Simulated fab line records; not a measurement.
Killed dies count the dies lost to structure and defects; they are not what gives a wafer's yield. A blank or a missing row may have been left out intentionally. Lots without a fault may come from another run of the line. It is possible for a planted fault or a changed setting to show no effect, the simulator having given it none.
One fault through the eyes of 2 desks    flow sfq-line    only its own numbers are on each desk; what lay behind them is given at the end

== METROLOGY DESK ==
Means of the sampled wafers that have a number, per lot and without regard to the tool the lot ran on: this is what the gauges read. If a lot's mean is further than 4 standard deviations from the usual mean, the lot is out of limits and carries the mark OUT (the distance appears in the brackets).
Columns: A = M8_AU_THK at SFQ_M8_THK_MEAS_950, usual 182.6 nm
lot   first seen here  A
L428  day 86 13:52     180.9
L430  day 88 03:35     185.4
L431  day 88 04:47     181.8
L432  day 89 08:40     183.7
L433  day 89 13:26     182.0
L435  day 89 21:50     186.0
L436  day 90 00:14     187.0
L437  day 90 03:58     182.9
L438  day 90 07:34     184.5
L445  day 91 12:23     183.1
L446  day 92 20:53     184.4
L448  day 93 03:34     181.1
L450  day 93 11:58     183.9
This desk's verdict: no lot among the 13 shows anything out of limits.

== AT THE TOOL OWNER'S DESK: cmp-02 ==
The tool's own readings at SFQ_TRILAYER_I1_CMP_CMP_046 (polishes SiO2): means of the sampled wafers that have a number, for each lot that ran on this tool. If a lot's mean is further than 4 standard deviations from the usual mean, the lot is out of limits and carries the mark OUT (the distance appears in the brackets).
Columns: A = motor-current-A at SFQ_TRILAYER_I1_CMP_CMP_046, usual 10.4 A; B = time-to-endpoint-s at SFQ_TRILAYER_I1_CMP_CMP_046, usual 217 s
lot   first seen here  A     B
L431  day 22 11:16     11.1  208
L432  day 22 19:05     9.6   218
L433  day 23 10:58     10.4  217
L437  day 26 10:42     10.8  212
L445  day 27 09:21     9.7   239
This desk's verdict: no lot among the 5 shows anything out of limits.

== ALL TOGETHER ==
Nothing out of limits was seen by the metrology desk.
Nothing out of limits was seen by the tool owner's desk.

== WHAT THE SIMULATOR PUT IN ==
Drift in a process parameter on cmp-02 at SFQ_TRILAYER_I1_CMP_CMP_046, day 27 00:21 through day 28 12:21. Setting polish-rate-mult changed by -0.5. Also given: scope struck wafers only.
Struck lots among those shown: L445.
